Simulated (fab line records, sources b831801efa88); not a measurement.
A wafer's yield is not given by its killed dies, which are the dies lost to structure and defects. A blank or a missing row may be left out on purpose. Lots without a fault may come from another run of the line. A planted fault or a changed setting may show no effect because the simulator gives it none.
fab line records	flow gf180mcu
record lots=14	wafers=42	lastDay=33
route steps=602 shown STI@5 NWELL@52 LVPWELL@64 POLY_GATE@167 SAB@264
lots that met no fault: taken from a fault-free run of the same line
startH: start of the lot's first displayed wafer, in hours after the record's first day	waitH: hours from the lot's prior step to this one	" repeats the value in the row above	L1.1+2: several wafers, shown together as one row	- either no value or no given start	* or withheld: withheld	< > ~ a bound
route shown NAME@n: names a module that has steps shown in the file, with the first one's number in the route	usual: mean/standard deviation taken from wafers without a fault	same: alike in all rows	chamber/n: place in a boat	sites: per-site readings	_std_site: how widely they spread, as a standard deviation	_edge_site: outer sites' mean less inner sites'	radiusMm: for every site, how far away it sits from the centre of the wafer	mask NAME#n: copy n	behind: tool/chamber where the wafer was last shaped	hold: why the lot was held/for how many hours/how that ended	device: which transistor (n, p or np) failed to switch	end of line: the tests these same wafers got at the end of their route	a step with no rows: only its recipe	killed: dies that structure and defects cost at the first sort, which is not the same as the wafer's yield	map: a wafer's dies, marking killed ones x, the rest . and places with no die _
set.NAME: the setting as run; set.NAME@STEP: as run at that earlier step	model.NAME: the simulator's own value behind a step, which no gauge read
a sample of lots followed through the steps of the route, with each step as a table and each wafer as a row
services: from which hour (startH, from the record's first day; less than 0 if before it) a tool's chamber was out of use, for how many hours, and why
## steps
# step GF_STI_THK_MEAS_04
# recipe reads=Si3N4_of_STI_CVD_03
# usual STI_CVD_03_THK=207.0/2.7
lot.wafer	tool	chamber	startH	waitH	STI_CVD_03_THK[nm]
L122.2	filmMetro-03	-	13.57	0.0	207.5
L122.5	"	-	"	"	209.1
L122.6	"	-	"	"	210.0
L123.2	filmMetro-02	-	18.93	0.0	210.4
L123.4	"	-	"	"	212.8
L123.5	"	-	"	"	209.6
L124.3	filmMetro-04	-	26.12	0.0	206.0
L124.4	"	-	"	"	205.0
L124.6	"	-	"	"	204.0
L125.4	filmMetro-02	-	28.59	0.0	210.4
L125.5	"	-	"	"	210.5
L125.6	"	-	"	"	210.2
L126.1	filmMetro-03	-	33.56	0.0	208.4
L126.2	"	-	"	"	210.0
L126.4	"	-	"	"	210.7
L128.1	filmMetro-04	-	47.00	0.0	208.6
L128.3	"	-	"	"	208.1
L128.5	"	-	"	"	207.6
L129.1	filmMetro-02	-	52.39	0.0	202.4
L129.2	"	-	"	"	204.3
L129.4	"	-	"	"	203.2
L130.2	filmMetro-02	-	54.11	0.0	207.9
L130.5	"	-	"	"	207.6
L130.6	"	-	"	"	209.8
L131.1	filmMetro-02	-	61.04	0.0	203.0
L131.5	"	-	"	"	205.1
L131.6	"	-	"	"	202.6
L132.1	filmMetro-02	-	65.21	0.0	205.2
L132.2	"	-	"	"	205.6
L132.5	"	-	"	"	204.8
L133.1	filmMetro-04	-	69.94	0.0	207.5
L133.5	"	-	"	"	206.1
L133.6	"	-	"	"	207.7
L134.1	filmMetro-03	-	73.95	0.0	203.3
L134.4	"	-	"	"	202.8
L134.5	"	-	"	"	202.9
L139.1	filmMetro-02	-	98.56	0.0	207.9
L139.4	"	-	"	"	207.7
L139.6	"	-	"	"	205.1
L140.1	filmMetro-03	-	103.56	0.0	209.5
L140.3	"	-	"	"	211.4
L140.4	"	-	"	"	209.6
# step GF_NWELL_STRIP_10
# recipe chemistry=O2/N2	powerW=1400	pressureMtorr=1500	platenTempC=250	o2FlowSccm=3000	n2FlowSccm=300	overashFraction=0.5
# usual chamberPressureMTorr=1500.0/1.2	drypumpMotorCurrentA=6.0/0.35	heaterPowerW=312/19	o2FlowSccm=2999/8.7	oesProductAu=0.723/0.0048	stripTimeToEndpointS=36.92/0.084
lot.wafer	tool	chamber	startH	waitH	chamberPressureMTorr	drypumpMotorCurrentA	heaterPowerW	o2FlowSccm	oesProductAu	rfHoursCounterH	stripTimeToEndpointS
L122.2	plasmaAsher-02	0	53.68	0.1	1500.2	6.0	305	3003	0.731	41	36.90
L122.5	"	0	"	"	1500.9	6.1	307	3008	0.728	-	36.86
L122.6	"	1	"	"	1499.4	6.2	302	2992	0.716	-	36.93
L123.2	plasmaAsher-01	1	65.43	0.1	1500.7	5.6	306	3014	0.721	25	36.97
L123.4	"	1	"	"	1503.7	5.6	301	2996	0.730	-	36.95
L123.5	"	0	"	"	1499.6	5.9	295	3000	0.717	-	36.94
L124.3	plasmaAsher-02	1	73.51	0.1	1498.8	6.2	295	2999	0.715	-	36.82
L124.4	"	0	"	"	1500.1	6.1	300	2995	0.728	-	36.82
L124.6	"	1	"	"	1500.6	6.2	298	3013	0.721	-	36.87
L125.4	plasmaAsher-01	1	73.86	0.1	1499.9	5.6	304	2984	0.727	-	36.84
L125.5	"	1	"	"	1497.4	5.6	308	2992	0.719	-	36.94
L125.6	"	0	"	"	1498.9	6.0	289	2995	0.733	-	36.87
L126.1	plasmaAsher-02	0	77.23	0.1	1499.1	6.0	310	3000	0.730	44	37.00
L126.2	"	1	"	"	1498.4	6.2	308	2992	0.721	44	36.95
L126.4	"	1	"	"	1499.5	6.2	300	2996	0.724	-	36.96
L128.1	plasmaAsher-01	1	91.10	0.1	1502.2	5.6	307	2989	0.717	28	36.97
L128.3	"	0	"	"	1500.4	6.0	297	3009	0.720	-	36.90
L128.5	"	0	"	"	1499.2	6.0	305	3005	0.722	-	37.09
L129.1	plasmaAsher-03	0	98.13	0.1	1499.3	6.6	292	3004	0.718	46	36.90
L129.2	"	1	"	"	1499.2	5.5	350	3002	0.721	46	36.88
L129.4	"	0	"	"	1498.7	6.6	292	3001	0.715	-	37.04
L130.2	plasmaAsher-03	1	100.05	0.1	1500.4	5.5	351	2997	0.727	46	36.88
L130.5	"	0	"	"	1496.9	6.6	293	3008	0.723	-	36.87
L130.6	"	1	"	"	1499.6	5.5	349	2989	0.725	-	36.99
L131.1	plasmaAsher-03	0	110.73	0.1	1498.9	6.6	295	2986	0.730	47	36.85
L131.5	"	1	"	"	1500.5	5.5	346	2991	0.720	-	36.91
L131.6	"	0	"	"	1501.8	6.6	287	2986	0.721	-	36.84
L132.1	plasmaAsher-01	1	111.75	0.1	1501.8	5.6	308	2996	0.718	30	36.95
L132.2	"	0	"	"	1500.7	6.0	299	3007	0.715	30	36.91
L132.5	"	0	"	"	1501.6	6.0	304	3015	0.725	-	37.06
L133.1	plasmaAsher-03	0	117.65	0.1	1500.4	6.6	287	2998	0.725	48	36.94
L133.5	"	0	"	"	1499.9	6.6	294	2997	0.718	-	37.00
L133.6	"	1	"	"	1499.8	5.5	344	3010	0.724	-	36.92
L134.1	plasmaAsher-01	1	122.83	0.1	1500.1	5.7	301	2994	0.724	31	36.93
L134.4	"	0	"	"	1501.3	6.0	298	2998	0.718	-	36.91
L134.5	"	1	"	"	1499.9	5.6	303	2989	0.724	-	36.85
L139.1	plasmaAsher-02	1	146.53	0.1	-	-	-	-	-	-	-
L139.4	"	0	"	"	-	-	-	-	-	-	-
L139.6	"	0	"	"	-	-	-	-	-	-	-
L140.1	plasmaAsher-02	1	153.93	0.1	-	-	-	-	-	-	-
L140.3	"	1	"	"	-	-	-	-	-	-	-
L140.4	"	0	"	"	-	-	-	-	-	-	-
# step GF_LVPWELL_STRIP_10
# recipe chemistry=O2/N2	powerW=1400	pressureMtorr=1500	platenTempC=250	o2FlowSccm=3000	n2FlowSccm=300	overashFraction=0.5
# usual chamberPressureMTorr=1499.8/1.4	drypumpMotorCurrentA=5.8/0.37	heaterPowerW=330/44	o2FlowSccm=3001/8.7	oesProductAu=0.722/0.0048	stripTimeToEndpointS=36.98/0.11
lot.wafer	tool	chamber	startH	waitH	chamberPressureMTorr	drypumpMotorCurrentA	heaterPowerW	o2FlowSccm	oesProductAu	rfHoursCounterH	stripTimeToEndpointS
L122.2	plasmaAsher-01	1	66.65	0.1	1499.7	5.6	306	3001	0.722	25	37.11
L122.5	"	0	"	"	1501.8	6.0	305	3010	0.717	-	37.05
L122.6	"	1	"	"	1499.4	5.7	300	3007	0.722	-	37.06
L123.2	plasmaAsher-04	0	79.70	0.1	1498.9	5.4	432	3000	0.726	41	36.97
L123.4	"	0	"	"	1500.6	5.4	437	2997	0.723	-	37.09
L123.5	"	1	"	"	1501.4	5.1	295	3001	0.726	-	37.01
L124.3	plasmaAsher-01	0	86.89	0.1	1500.1	6.0	303	2998	0.716	-	37.14
L124.4	"	1	"	"	1497.6	5.6	304	2993	0.723	-	37.03
L124.6	"	1	"	"	1498.3	5.6	307	2980	0.730	-	37.07
L125.4	plasmaAsher-04	1	87.66	0.1	1500.6	5.1	312	3010	0.726	-	37.07
L125.5	"	1	"	"	1499.0	5.1	315	3000	0.732	-	37.10
L125.6	"	0	"	"	1499.9	5.4	429	3002	0.714	-	36.97
L126.1	plasmaAsher-02	0	91.45	0.1	1501.6	6.0	305	2995	0.719	45	36.96
L126.2	"	1	"	"	1499.9	6.2	301	3002	0.726	45	37.08
L126.4	"	0	"	"	1499.4	6.1	307	2995	0.732	-	36.99
L128.1	plasmaAsher-01	1	105.76	0.1	1502.3	5.6	307	2998	0.720	29	36.99
L128.3	"	1	"	"	1498.7	5.6	307	2999	0.719	-	37.05
L128.5	"	1	"	"	1498.9	5.6	303	2998	0.727	-	36.97
L129.1	plasmaAsher-01	1	112.45	0.1	1499.9	5.6	303	3001	0.727	30	36.94
L129.2	"	0	"	"	1498.6	6.0	297	3000	0.724	30	36.85
L129.4	"	0	"	"	1501.4	6.0	300	3004	0.724	-	36.98
L130.2	plasmaAsher-01	1	114.78	0.1	1499.4	5.6	310	3002	0.728	30	37.10
L130.5	"	0	"	"	1500.3	6.0	289	3001	0.720	-	37.19
L130.6	"	1	"	"	1499.4	5.6	298	2993	0.720	-	37.12
L131.1	plasmaAsher-04	0	125.53	0.1	1497.5	5.4	436	2977	0.726	46	37.14
L131.5	"	0	"	"	1499.5	5.4	431	2988	0.732	-	37.13
L131.6	"	1	"	"	1498.1	5.1	306	2997	0.719	-	37.27
L132.1	plasmaAsher-04	1	126.80	0.1	1499.1	5.2	309	3005	0.722	46	36.83
L132.2	"	0	"	"	1500.1	5.4	450	3005	0.721	46	36.80
L132.5	"	0	"	"	1500.5	5.4	435	2993	0.720	-	36.90
L133.1	plasmaAsher-02	0	132.85	0.1	1500.8	6.1	321	3005	0.722	2	37.09
L133.5	"	1	"	"	1499.6	6.2	326	3009	0.722	-	37.01
L133.6	"	0	"	"	1498.8	6.0	319	2990	0.721	-	37.06
L134.1	plasmaAsher-02	1	138.60	0.1	1500.2	6.2	327	3001	0.717	2	37.04
L134.4	"	0	"	"	1502.9	6.0	312	2982	0.720	-	36.96
L134.5	"	0	"	"	1498.9	6.0	316	2984	0.723	-	36.94
L139.1	plasmaAsher-02	1	163.53	0.1	1501.2	6.2	324	2996	0.735	5	80.98
L139.4	"	1	"	"	1498.2	6.2	323	3002	0.738	-	81.00
L139.6	"	0	"	"	1501.8	6.1	316	3002	0.740	-	80.91
L140.1	plasmaAsher-02	1	169.88	0.1	1502.5	6.2	326	3011	0.737	6	81.32
L140.3	"	0	"	"	1499.8	6.0	319	2996	0.738	-	81.33
L140.4	"	1	"	"	1497.3	6.2	321	3013	0.741	-	81.38
# step GF_LVPWELL_TW_MEAS_11
# usual LVPWELL_TW=556/5.4
lot.wafer	tool	chamber	startH	waitH	LVPWELL_TW
L122.2	filmMetro-01	-	66.76	0.1	560
L122.5	"	-	"	"	562
L122.6	"	-	"	"	558
L123.2	filmMetro-02	-	79.81	0.1	555
L123.4	"	-	"	"	555
L123.5	"	-	"	"	552
L124.3	filmMetro-01	-	86.98	0.1	563
L124.4	"	-	"	"	558
L124.6	"	-	"	"	562
L125.4	filmMetro-02	-	87.76	0.1	551
L125.5	"	-	"	"	554
L125.6	"	-	"	"	553
L126.1	filmMetro-03	-	91.55	0.1	548
L126.2	"	-	"	"	551
L126.4	"	-	"	"	552
L128.1	filmMetro-01	-	105.86	0.1	562
L128.3	"	-	"	"	564
L128.5	"	-	"	"	562
L129.1	filmMetro-03	-	112.55	0.1	554
L129.2	"	-	"	"	550
L129.4	"	-	"	"	553
L130.2	filmMetro-02	-	114.89	0.1	557
L130.5	"	-	"	"	553
L130.6	"	-	"	"	556
L131.1	filmMetro-01	-	125.63	0.1	563
L131.5	"	-	"	"	564
L131.6	"	-	"	"	565
L132.1	filmMetro-02	-	126.90	0.1	555
L132.2	"	-	"	"	556
L132.5	"	-	"	"	555
L133.1	filmMetro-02	-	132.95	0.1	558
L133.5	"	-	"	"	556
L133.6	"	-	"	"	556
L134.1	filmMetro-03	-	138.70	0.1	547
L134.4	"	-	"	"	549
L134.5	"	-	"	"	546
L139.1	filmMetro-01	-	163.63	0.1	30
L139.4	"	-	"	"	30
L139.6	"	-	"	"	30
L140.1	filmMetro-03	-	169.98	0.1	30
L140.3	"	-	"	"	30
L140.4	"	-	"	"	29
# step GF_POLY_GATE_CD_MEAS_10
# recipe targetCdNm=280
# usual cdNm=279.6/1.2
lot.wafer	tool	chamber	startH	waitH	cdNm
L122.2	cdSem-02	-	196.59	0.1	279.6
L122.5	"	-	"	"	279.4
L122.6	"	-	"	"	278.6
L123.2	cdSem-01	-	217.21	0.1	277.2
L123.4	"	-	"	"	277.5
L123.5	"	-	"	"	278.5
L125.4	cdSem-01	-	224.92	0.1	278.7
L125.5	"	-	"	"	278.1
L125.6	"	-	"	"	278.1
L124.3	cdSem-01	-	225.25	0.1	279.3
L124.4	"	-	"	"	279.1
L124.6	"	-	"	"	279.3
L126.1	cdSem-01	-	228.36	0.1	281.4
L126.2	"	-	"	"	280.1
L126.4	"	-	"	"	280.7
L128.1	cdSem-02	-	242.66	0.1	279.5
L128.3	"	-	"	"	279.3
L128.5	"	-	"	"	280.1
L129.1	cdSem-02	-	254.76	0.1	281.5
L129.2	"	-	"	"	280.7
L129.4	"	-	"	"	281.1
L130.2	cdSem-01	-	257.54	0.1	280.0
L130.5	"	-	"	"	279.9
L130.6	"	-	"	"	280.8
L131.1	cdSem-02	-	270.06	0.1	278.6
L131.5	"	-	"	"	281.3
L131.6	"	-	"	"	280.2
L132.1	cdSem-01	-	270.12	0.1	279.7
L132.2	"	-	"	"	280.4
L132.5	"	-	"	"	280.2
L133.1	cdSem-02	-	278.72	0.1	280.2
L133.5	"	-	"	"	280.1
L133.6	"	-	"	"	279.9
L134.1	cdSem-02	-	284.16	0.1	279.1
L134.4	"	-	"	"	279.2
L134.5	"	-	"	"	279.5
L139.1	cdSem-01	-	315.04	0.1	279.2
L139.4	"	-	"	"	279.4
L139.6	"	-	"	"	279.6
L140.1	cdSem-01	-	328.72	0.1	280.5
L140.3	"	-	"	"	281.3
L140.4	"	-	"	"	280.0
# step GF_SAB_CVD_00
# recipe material=SiO2	targetThkNm=50	precursor=TEOS	tempC=400	timeS=4.9302	rfW=600
# usual heaterPowerW=639/97
lot.wafer	tool	chamber	startH	waitH	heaterPowerW
L122.2	pecvd-03	1	317.00	0.1	737
L122.5	"	2	"	"	493
L122.6	"	1	"	"	740
L123.2	pecvd-02	2	341.53	0.1	712
L123.4	"	1	"	"	611
L123.5	"	2	"	"	727
L125.4	pecvd-03	1	348.71	0.0	813
L125.5	"	2	"	"	481
L125.6	"	0	"	"	726
L124.3	pecvd-03	0	352.45	0.1	714
L124.4	"	2	"	"	431
L124.6	"	0	"	"	711
L126.1	pecvd-02	1	358.45	0.1	680
L126.2	"	2	"	"	690
L126.4	"	1	"	"	654
L128.1	pecvd-02	2	369.68	0.1	667
L128.3	"	1	"	"	585
L128.5	"	2	"	"	681
L129.1	pecvd-03	1	383.89	0.1	712
L129.2	"	0	"	"	773
L129.4	"	0	"	"	773
L130.2	pecvd-02	1	392.14	0.1	558
L130.5	"	1	"	"	557
L130.6	"	2	"	"	655
L131.1	pecvd-03	2	404.08	0.1	508
L131.5	"	2	"	"	500
L131.6	"	0	"	"	705
L132.1	pecvd-03	1	404.70	0.1	729
L132.2	"	0	"	"	778
L132.5	"	2	"	"	525
L133.1	pecvd-04	2	415.50	0.1	458
L133.5	"	0	"	"	574
L133.6	"	2	"	"	455
L134.1	pecvd-03	2	418.90	0.1	478
L134.4	"	2	"	"	501
L134.5	"	1	"	"	769
L139.1	pecvd-04	2	458.62	0.1	556
L139.4	"	0	"	"	553
L139.6	"	1	"	"	785
L140.1	pecvd-02	0	473.79	0.1	637
L140.3	"	1	"	"	654
L140.4	"	0	"	"	641
## services
tool	chamber	startH	hours	kind
pecvd-02	-	83.42	0.8	repair
plasmaAsher-01	-	99.63	1.3	repair
plasmaAsher-02	-	108.75	9.0	pm
pecvd-03	1	144.02	6.4	repair
pecvd-03	-	160.62	14.0	pm
pecvd-02	-	207.25	0.5	repair
pecvd-03	0	257.27	4.2	repair
plasmaAsher-01	-	270.34	0.4	repair
pecvd-02	2	275.04	19.1	repair
pecvd-03	2	285.86	11.4	repair
plasmaAsher-02	-	294.89	0.7	repair
plasmaAsher-01	-	306.20	4.1	repair
plasmaAsher-02	-	325.63	14.7	repair
plasmaAsher-02	-	328.48	1.8	repair
plasmaAsher-02	-	346.73	0.9	repair
plasmaAsher-01	-	348.37	4.3	pm
pecvd-03	-	380.98	2.1	repair
plasmaAsher-01	-	411.09	2.8	pm
pecvd-03	-	425.19	2.8	pm
plasmaAsher-02	-	427.23	2.1	repair
pecvd-03	1	435.24	4.0	repair
pecvd-03	0	436.07	15.8	repair
pecvd-03	1	452.05	6.5	repair
plasmaAsher-02	-	469.60	14.6	pm
## key
firstSign step=GF_NWELL_STRIP_10	reading=toolRecord	direction=missing
effect step=GF_LVPWELL_STRIP_10	reading=stripTimeToEndpointS	direction=up	sigmas=99+	usual=*	struck=*
effect step=GF_LVPWELL_TW_MEAS_11	reading=LVPWELL_TW	direction=down	sigmas=97	usual=556	struck=30
metAt GF_NWELL_STRIP_10
struckLots L139,L140
sortLeftOut L139.1,L139.4,L139.6,L140.1,L140.3,L140.4
testerLeftOut L139,L140
notActingAt GF_STI_THK_MEAS_04,GF_POLY_GATE_CD_MEAS_10,GF_SAB_CVD_00
onsetBetween 77.23 146.53
fault kind=skippedStepWhole	tool=plasmaAsher-02	chamber=-	onsetH=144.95	steps=GF_NWELL_STRIP_10	scope=struckLotsOnly
# testerLeftOut: of these lots the tester's yield and bins aren't shown, on N5 and GAA mostly nor the transistor test; their killed dies are dies lost to structure and defects alone, not to doping, threshold or leakage, so they don't give the yield
# sortLeftOut: the simulated sort isn't trusted on such a fault, so these wafers' sort isn't shown, and their yield isn't known
